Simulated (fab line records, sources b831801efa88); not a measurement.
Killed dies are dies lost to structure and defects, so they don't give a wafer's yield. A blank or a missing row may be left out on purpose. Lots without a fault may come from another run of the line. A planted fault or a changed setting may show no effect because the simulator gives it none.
Chamber matching | flow sky130 | SKY_VIA1_ETCH_15 on rie_diel-03: 4 sister chambers
The step etches SiO2 in C4F8/O2/Ar, stops on TiN, target depth 351 nm, time 54 s. 8 wafers are shown with their chamber, then 7 later ones without.

WAFERS WITH THEIR CHAMBER
wafer  | chamber | oes_product_au (a.u.)
L213.5 | 3       | 0.977
L214.2 | 0       | 0.971
L218.2 | 1       | 0.987
L220.3 | 1       | 0.986
L220.4 | 2       | 0.984
L220.5 | 3       | 0.976
L221.1 | 2       | 0.982
L221.2 | 0       | 0.979

WAFERS WITHOUT THEIR CHAMBER
wafer  | oes_product_au (a.u.)
L221.6 | 0.982
L229.3 | 0.984
L229.5 | 0.987
L229.6 | 0.986
L230.1 | 0.979
L230.4 | 0.977
L230.6 | 0.989

WHICH CHAMBER EACH WENT THROUGH
wafer  | from the rows above               | in truth
L221.6 | can't be placed: 2 or 1 or 3      | 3
L229.3 | can't be placed: 2 or 1           | 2
L229.5 | can't be placed: 1 or 2           | 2
L229.6 | can't be placed: 1 or 2           | 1
L230.1 | can't be placed: 3 or 0 or 2 or 1 | 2
L230.4 | can't be placed: 3 or 0 or 2      | 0
L230.6 | can't be placed: 1 or 2           | 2
Placed correctly: 0 of 7. Can't be placed from these rows: 7 (the true chamber is among the candidates in 7). Placed wrongly: 0.
How it was worked out, from the rows above alone: a wafer's distance from a chamber is the root of the sum, over the readings, of the square of ((its reading less the chamber's mean) divided by the reading's scatter). The wafer belongs to the nearest chamber; if the next one is less than 2 further off, it can't be placed. A chamber's mean is the mean of its shown wafers. The scatter: the root of (the sum of the squares of (reading less its chamber's mean) over the shown wafers, divided by (wafers less chambers)).
